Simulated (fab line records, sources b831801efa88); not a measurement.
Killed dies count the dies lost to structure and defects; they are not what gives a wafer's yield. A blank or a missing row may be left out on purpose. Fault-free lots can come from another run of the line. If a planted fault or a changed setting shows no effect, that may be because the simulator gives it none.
fab line records + flow sky130
[record]
- lots = 13
- wafers = 39
- lastDay = 50
route steps=708 shown FIELD_ISO@26 SONOS_TUNNEL@166 SONOS_ONO@170 LDD_HVN@274
lots with no fault: from the same line, run without faults
startH: hours from the record's opening day to when the first of the lot's shown wafers began + waitH: hours from the lot's prior step to this one + " unchanged from the row above + L1.1+2: several wafers, shown together as one row + - no value present, or no start provided + * or withheld: withheld + < > ~ a bound
route shown NAME@n: a module of which the file shows steps, and the number in the route of the first + usual: mean/standard deviation of fault-free wafers + same: alike in all rows + chamber/n: place in a boat + sites: readings site by site + _std_site: standard deviation across them + _edge_site: outer sites' mean less inner sites' + radiusMm: for every site, how far away it sits from the centre of the wafer + mask NAME#n: copy n + behind: tool/chamber where the wafer was last shaped + hold: reason for holding the lot/hours on hold/outcome of the hold + device: names the non-switching transistor (n, p or np) + end of line: the tests these same wafers got at the end of their route + a step given without rows: its recipe and nothing more + killed: count of dies lost to structure and defects at first sort (not the wafer's yield) + map: dies across one wafer; x = killed, . = not, _ = none there
set.NAME: the setting the step ran with; set.NAME@STEP: the setting that earlier step ran with + model.NAME: the simulator's own value behind a step, which no gauge read
steps of the route over a sample of lots; a table a step, a row a wafer
services: a tool's chamber out of use, with start hour (startH, from the record's first day; less than 0 if before it), hours out, and reason
[[steps]]
[step SKY_FIELD_ISO_THK_MEAS_25]
[recipe]
- reads = SiO2_of_FIELD_ISO_CVD_24
[usual]
- FIELD_ISO_CVD_24_THK = 598/6.3
| lot.wafer | tool         | chamber | startH | waitH | FIELD_ISO_CVD_24_THK[nm] |
|-----------|--------------|---------|--------|-------|--------------------------|
| L152.2    | filmMetro-03 | -       | 35.91  | 0.0   | 591                      |
| L152.3    | "            | -       | "      | "     | 592                      |
| L152.4    | "            | -       | "      | "     | 590                      |
| L154.1    | filmMetro-02 | -       | 53.13  | 0.0   | 605                      |
| L154.3    | "            | -       | "      | "     | 598                      |
| L154.6    | "            | -       | "      | "     | 605                      |
| L156.3    | filmMetro-01 | -       | 57.09  | 0.1   | 598                      |
| L156.5    | "            | -       | "      | "     | 596                      |
| L156.6    | "            | -       | "      | "     | 595                      |
| L155.1    | filmMetro-03 | -       | 57.10  | 0.1   | 603                      |
| L155.5    | "            | -       | "      | "     | 600                      |
| L155.6    | "            | -       | "      | "     | 601                      |
| L157.4    | filmMetro-03 | -       | 69.98  | 0.0   | 595                      |
| L157.5    | "            | -       | "      | "     | 603                      |
| L157.6    | "            | -       | "      | "     | 600                      |
| L158.2    | filmMetro-01 | -       | 70.03  | 0.0   | 592                      |
| L158.4    | "            | -       | "      | "     | 603                      |
| L158.6    | "            | -       | "      | "     | 602                      |
| L165.1    | filmMetro-01 | -       | 107.00 | 0.0   | 591                      |
| L165.2    | "            | -       | "      | "     | 599                      |
| L165.4    | "            | -       | "      | "     | 584                      |
| L164.2    | filmMetro-03 | -       | 107.01 | 0.0   | 603                      |
| L164.3    | "            | -       | "      | "     | 597                      |
| L164.6    | "            | -       | "      | "     | 601                      |
| L166.1    | filmMetro-02 | -       | 114.95 | 0.0   | 595                      |
| L166.2    | "            | -       | "      | "     | 605                      |
| L166.5    | "            | -       | "      | "     | 601                      |
| L167.2    | filmMetro-01 | -       | 117.53 | 0.0   | 608                      |
| L167.4    | "            | -       | "      | "     | 598                      |
| L167.5    | "            | -       | "      | "     | 605                      |
| L169.1    | filmMetro-02 | -       | 126.45 | 0.0   | 582                      |
| L169.3    | "            | -       | "      | "     | 595                      |
| L169.4    | "            | -       | "      | "     | 593                      |
| L173.1    | filmMetro-01 | -       | 147.68 | 0.0   | 610                      |
| L173.5    | "            | -       | "      | "     | 603                      |
| L173.6    | "            | -       | "      | "     | 605                      |
| L174.2    | filmMetro-01 | -       | 151.45 | 0.0   | 586                      |
| L174.5    | "            | -       | "      | "     | 590                      |
| L174.6    | "            | -       | "      | "     | 593                      |
[step SKY_SONOS_TUNNEL_TW_MEAS_12]
[usual]
- SONOS_TUNNEL_TW = 198.5/2.3
| lot.wafer | tool         | chamber | startH | waitH | SONOS_TUNNEL_TW |
|-----------|--------------|---------|--------|-------|-----------------|
| L152.2    | filmMetro-04 | -       | 253.35 | 0.0   | 200.0           |
| L152.3    | "            | -       | "      | "     | 200.5           |
| L152.4    | "            | -       | "      | "     | 199.7           |
| L154.1    | filmMetro-03 | -       | 295.47 | 0.0   | 195.6           |
| L154.3    | "            | -       | "      | "     | 195.0           |
| L154.6    | "            | -       | "      | "     | 195.5           |
| L155.1    | filmMetro-04 | -       | 296.87 | 0.0   | 200.4           |
| L155.5    | "            | -       | "      | "     | 198.9           |
| L155.6    | "            | -       | "      | "     | 200.6           |
| L156.3    | filmMetro-01 | -       | 301.65 | 0.0   | 196.9           |
| L156.5    | "            | -       | "      | "     | 196.6           |
| L156.6    | "            | -       | "      | "     | 196.6           |
| L158.2    | filmMetro-04 | -       | 312.32 | 0.0   | 200.1           |
| L158.4    | "            | -       | "      | "     | 200.0           |
| L158.6    | "            | -       | "      | "     | 199.9           |
| L157.4    | filmMetro-01 | -       | 314.82 | 0.0   | 195.5           |
| L157.5    | "            | -       | "      | "     | 195.7           |
| L157.6    | "            | -       | "      | "     | 195.2           |
| L164.2    | filmMetro-04 | -       | 369.74 | 0.0   | 200.5           |
| L164.3    | "            | -       | "      | "     | 200.4           |
| L164.6    | "            | -       | "      | "     | 201.3           |
| L165.1    | filmMetro-01 | -       | 371.78 | 0.0   | 197.3           |
| L165.2    | "            | -       | "      | "     | 195.5           |
| L165.4    | "            | -       | "      | "     | 196.4           |
| L166.1    | filmMetro-03 | -       | 378.87 | 0.0   | 196.3           |
| L166.2    | "            | -       | "      | "     | 196.5           |
| L166.5    | "            | -       | "      | "     | 196.2           |
| L167.2    | filmMetro-03 | -       | 387.19 | 0.0   | 196.0           |
| L167.4    | "            | -       | "      | "     | 196.9           |
| L167.5    | "            | -       | "      | "     | 196.5           |
| L169.1    | filmMetro-04 | -       | 391.95 | 0.0   | 200.4           |
| L169.3    | "            | -       | "      | "     | 200.8           |
| L169.4    | "            | -       | "      | "     | 201.1           |
| L173.1    | filmMetro-04 | -       | 426.38 | 0.0   | 200.5           |
| L173.5    | "            | -       | "      | "     | 201.0           |
| L173.6    | "            | -       | "      | "     | 200.5           |
| L174.2    | filmMetro-01 | -       | 433.96 | 0.0   | 196.4           |
| L174.5    | "            | -       | "      | "     | 194.9           |
| L174.6    | "            | -       | "      | "     | 195.3           |
[step SKY_SONOS_ONO_CVD_02]
[recipe]
- material = Si3N4
- precursor = DCS/NH3
- targetThkNm = 10.5
- tempC = 770
- timeS = 180
- pressureMtorr = 250
| lot.wafer  | tool     | chamber | startH | waitH |
|------------|----------|---------|--------|-------|
| L152.2+3+4 | lpcvd-02 | 1       | 256.30 | 1.5   |
| L154.1+3+6 | lpcvd-02 | 0       | 298.71 | 0.5   |
| L155.1+5+6 | lpcvd-02 | 1       | 300.29 | 0.7   |
| L156.3+5+6 | lpcvd-02 | 1       | 306.80 | 1.2   |
| L158.2+4+6 | lpcvd-02 | 1       | 314.57 | 0.0   |
| L157.4+5+6 | lpcvd-02 | 1       | 317.17 | 0.0   |
| L164.2+3+6 | lpcvd-02 | 1       | 372.60 | 0.1   |
| L165.1+2+4 | lpcvd-02 | 0       | 375.43 | 0.1   |
| L166.1+2+5 | lpcvd-02 | 0       | 382.22 | 0.1   |
| L167.2+4+5 | lpcvd-02 | 0       | 390.84 | 1.6   |
| L169.1+3+4 | lpcvd-02 | 1       | 397.29 | 2.8   |
| L173.1+5+6 | lpcvd-02 | 1       | 428.41 | 0.1   |
| L174.2+5+6 | lpcvd-02 | 0       | 436.09 | 0.0   |
[step SKY_SONOS_ONO_THK_MEAS_03]
[recipe]
- reads = Si3N4_of_SONOS_ONO_CVD_02
[usual]
- SONOS_ONO_CVD_02_THK = 10.52/0.12
| lot.wafer | tool         | chamber | startH | waitH | hold                    | SONOS_ONO_CVD_02_THK[nm] |
|-----------|--------------|---------|--------|-------|-------------------------|--------------------------|
| L152.2    | filmMetro-01 | -       | 257.36 | 0.0   | -                       | 10.60                    |
| L152.3    | "            | -       | "      | "     | -                       | 10.69                    |
| L152.4    | "            | -       | "      | "     | -                       | 10.53                    |
| L154.1    | filmMetro-03 | -       | 300.29 | 0.0   | -                       | 10.31                    |
| L154.3    | "            | -       | "      | "     | -                       | 10.43                    |
| L154.6    | "            | -       | "      | "     | -                       | 10.50                    |
| L155.1    | filmMetro-01 | -       | 301.86 | 0.0   | -                       | 10.62                    |
| L155.5    | "            | -       | "      | "     | -                       | 10.54                    |
| L155.6    | "            | -       | "      | "     | -                       | 10.60                    |
| L156.3    | filmMetro-03 | -       | 307.87 | 0.0   | awaitDispo/0.2h/release | 7.80                     |
| L156.5    | "            | -       | "      | "     | awaitDispo/0.2h/release | 7.91                     |
| L156.6    | "            | -       | "      | "     | awaitDispo/0.2h/release | 7.85                     |
| L156.3    | filmMetro-03 | -       | 308.09 | 0.2   | -                       | 7.74                     |
| L156.5    | "            | -       | "      | "     | -                       | 7.81                     |
| L156.6    | "            | -       | "      | "     | -                       | 7.85                     |
| L158.2    | filmMetro-03 | -       | 315.63 | 0.0   | awaitDispo/0.2h/release | 7.77                     |
| L158.4    | "            | -       | "      | "     | awaitDispo/0.2h/release | 7.69                     |
| L158.6    | "            | -       | "      | "     | awaitDispo/0.2h/release | 7.80                     |
| L158.2    | filmMetro-03 | -       | 315.86 | 0.2   | -                       | 7.73                     |
| L158.4    | "            | -       | "      | "     | -                       | 7.72                     |
| L158.6    | "            | -       | "      | "     | -                       | 7.71                     |
| L157.4    | filmMetro-03 | -       | 318.25 | 0.0   | awaitDispo/0.2h/release | 7.67                     |
| L157.5    | "            | -       | "      | "     | awaitDispo/0.2h/release | 7.69                     |
| L157.6    | "            | -       | "      | "     | awaitDispo/0.2h/release | 7.83                     |
| L157.4    | filmMetro-03 | -       | 318.50 | 0.2   | -                       | 7.67                     |
| L157.5    | "            | -       | "      | "     | -                       | 7.63                     |
| L157.6    | "            | -       | "      | "     | -                       | 7.78                     |
| L164.2    | filmMetro-02 | -       | 373.66 | 0.0   | -                       | 10.37                    |
| L164.3    | "            | -       | "      | "     | -                       | 10.44                    |
| L164.6    | "            | -       | "      | "     | -                       | 10.42                    |
| L165.1    | filmMetro-02 | -       | 376.48 | 0.0   | -                       | 10.60                    |
| L165.2    | "            | -       | "      | "     | -                       | 10.61                    |
| L165.4    | "            | -       | "      | "     | -                       | 10.63                    |
| L166.1    | filmMetro-01 | -       | 383.27 | 0.0   | -                       | 10.43                    |
| L166.2    | "            | -       | "      | "     | -                       | 10.59                    |
| L166.5    | "            | -       | "      | "     | -                       | 10.40                    |
| L167.2    | filmMetro-02 | -       | 391.90 | 0.0   | -                       | 10.66                    |
| L167.4    | "            | -       | "      | "     | -                       | 10.63                    |
| L167.5    | "            | -       | "      | "     | -                       | 10.53                    |
| L169.1    | filmMetro-03 | -       | 398.86 | 0.0   | -                       | 10.40                    |
| L169.3    | "            | -       | "      | "     | -                       | 10.31                    |
| L169.4    | "            | -       | "      | "     | -                       | 10.41                    |
| L173.1    | filmMetro-02 | -       | 429.46 | 0.0   | -                       | 10.63                    |
| L173.5    | "            | -       | "      | "     | -                       | 10.69                    |
| L173.6    | "            | -       | "      | "     | -                       | 10.65                    |
| L174.2    | filmMetro-01 | -       | 437.15 | 0.0   | -                       | 10.63                    |
| L174.5    | "            | -       | "      | "     | -                       | 10.58                    |
| L174.6    | "            | -       | "      | "     | -                       | 10.58                    |
[step SKY_LDD_HVN_OVL_MEAS_07]
[usual]
- LDD_HVN_OVL = 0.0/1.5
| lot.wafer | tool       | chamber | startH | waitH | LDD_HVN_OVL[nm] |
|-----------|------------|---------|--------|-------|-----------------|
| L152.2    | overlay-02 | -       | 465.64 | 0.1   | 0.6             |
| L152.3    | "          | -       | "      | "     | 0.1             |
| L152.4    | "          | -       | "      | "     | -1.3            |
| L154.1    | overlay-02 | -       | 513.79 | 0.1   | -0.3            |
| L154.3    | "          | -       | "      | "     | -0.5            |
| L154.6    | "          | -       | "      | "     | -0.1            |
| L155.1    | overlay-02 | -       | 522.05 | 0.1   | 0.5             |
| L155.5    | "          | -       | "      | "     | 1.7             |
| L155.6    | "          | -       | "      | "     | 0.1             |
| L156.3    | overlay-02 | -       | 532.90 | 0.1   | 2.5             |
| L156.5    | "          | -       | "      | "     | 1.9             |
| L156.6    | "          | -       | "      | "     | 3.0             |
| L158.2    | overlay-01 | -       | 538.49 | 0.1   | 0.9             |
| L158.4    | "          | -       | "      | "     | -0.9            |
| L158.6    | "          | -       | "      | "     | 1.8             |
| L157.4    | overlay-01 | -       | 541.45 | 0.1   | -2.4            |
| L157.5    | "          | -       | "      | "     | -3.3            |
| L157.6    | "          | -       | "      | "     | -2.6            |
| L164.2    | overlay-01 | -       | 602.89 | 0.1   | -2.0            |
| L164.3    | "          | -       | "      | "     | -0.3            |
| L164.6    | "          | -       | "      | "     | -1.7            |
| L165.1    | overlay-02 | -       | 603.19 | 0.1   | -0.7            |
| L165.2    | "          | -       | "      | "     | 0.3             |
| L165.4    | "          | -       | "      | "     | 0.4             |
| L166.1    | overlay-02 | -       | 610.74 | 0.1   | -0.7            |
| L166.2    | "          | -       | "      | "     | 2.4             |
| L166.5    | "          | -       | "      | "     | -0.8            |
| L167.2    | overlay-02 | -       | 616.30 | 0.1   | -0.2            |
| L167.4    | "          | -       | "      | "     | -1.1            |
| L167.5    | "          | -       | "      | "     | -2.1            |
| L169.1    | overlay-02 | -       | 620.35 | 0.1   | 3.0             |
| L169.3    | "          | -       | "      | "     | 2.4             |
| L169.4    | "          | -       | "      | "     | 1.7             |
| L173.1    | overlay-02 | -       | 652.95 | 0.1   | -0.7            |
| L173.5    | "          | -       | "      | "     | -0.3            |
| L173.6    | "          | -       | "      | "     | 1.0             |
| L174.2    | overlay-02 | -       | 659.10 | 0.1   | 1.1             |
| L174.5    | "          | -       | "      | "     | -0.3            |
| L174.6    | "          | -       | "      | "     | -1.2            |
[[services]]
| tool     | chamber | startH | hours | kind   |
|----------|---------|--------|-------|--------|
| lpcvd-02 | -       | 261.45 | 2.6   | repair |
[[key]]
[firstSign]
- step = SKY_SONOS_ONO_THK_MEAS_03
- reading = visit
- direction = added
[effect]
- step = SKY_SONOS_ONO_THK_MEAS_03
- reading = SONOS_ONO_CVD_02_THK
- direction = down
- sigmas = 24
- usual = 10.52
- struck = 7.78
metAt SKY_SONOS_ONO_CVD_02
struckLots L156,L157,L158
testerLeftOut L156,L157,L158
notActingAt SKY_FIELD_ISO_THK_MEAS_25,SKY_SONOS_TUNNEL_TW_MEAS_12,SKY_LDD_HVN_OVL_MEAS_07
onsetBetween 300.29 306.80
[fault]
- kind = processParameterDrift
- tool = lpcvd-02
- chamber = -
- onsetH = 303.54
- steps = SKY_SONOS_ONO_CVD_02
- channel = targetThkNm
- offset = -2.7385
- shape = step
- endH = 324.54
- actsIn = theseRecipesOnly
- stated = 10.5
// testerLeftOut: of these lots the tester's yield and bins aren't shown, on N5 and GAA mostly nor the transistor test; their killed dies are dies lost to structure and defects alone, not to doping, threshold or leakage, so they don't give the yield
